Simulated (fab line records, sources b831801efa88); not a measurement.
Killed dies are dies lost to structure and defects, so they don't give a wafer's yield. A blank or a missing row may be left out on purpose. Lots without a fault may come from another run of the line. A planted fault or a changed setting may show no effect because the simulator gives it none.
One fault seen from 2 desks | flow gf180mcu | each desk has only its own numbers; what lay behind them comes last

THE TOOL OWNER'S DESK: cvd_w-02
The tool's own readings at GF_CONTACT_CVD_24 (deposits W, target thk 300 nm, time 90.339 s): means of the sampled wafers that have a number, for each lot that ran on this tool. A lot is out of limits, marked OUT, if its mean lies more than 4 standard deviations from the usual mean; the brackets give that distance.
Columns: A = heater_power_w at GF_CONTACT_CVD_24, usual 853 W
lot  | first seen here | A
L121 | day 16 10:01    | 830
L123 | day 16 22:16    | 831
L124 | day 17 08:23    | 837
L125 | day 17 12:32    | 909
L126 | day 18 01:16    | 926
L127 | day 18 09:10    | 906
L128 | day 18 23:59    | 749
L129 | day 19 01:30    | 914
L138 | day 22 16:41    | 840
L141 | day 23 13:52    | 917
This desk's finding: nothing out of limits on any of the 10 lots.

THE METROLOGY DESK
What the gauges read, lot by lot, whatever tool the lot ran on: means of the sampled wafers that have a number. A lot is out of limits, marked OUT, if its mean lies more than 4 standard deviations from the usual mean; the brackets give that distance.
Columns: A = PASSIVATION_BOW at GF_PASSIVATION_BOW_MEAS_14, usual 139 um
lot  | first seen here | A
L121 | day 29 09:01    | 150
L122 | day 29 12:08    | 145
L123 | day 29 17:54    | 124
L124 | day 30 01:26    | 136
L125 | day 30 05:31    | 148
L126 | day 30 16:52    | 132
L127 | day 30 21:39    | 140
L128 | day 31 10:59    | 133
L129 | day 31 11:26    | 122
L136 | day 33 06:32    | 139
L138 | day 33 22:26    | 127
L139 | day 34 01:02    | 136
L141 | day 34 14:31    | 140
L142 | day 34 19:24    | 157
L143 | day 34 22:31    | 146
This desk's finding: nothing out of limits on any of the 15 lots.

PUT TOGETHER
The tool owner's desk saw nothing out of limits.
The metrology desk saw nothing out of limits.

WHAT THE SIMULATOR HAD PUT IN
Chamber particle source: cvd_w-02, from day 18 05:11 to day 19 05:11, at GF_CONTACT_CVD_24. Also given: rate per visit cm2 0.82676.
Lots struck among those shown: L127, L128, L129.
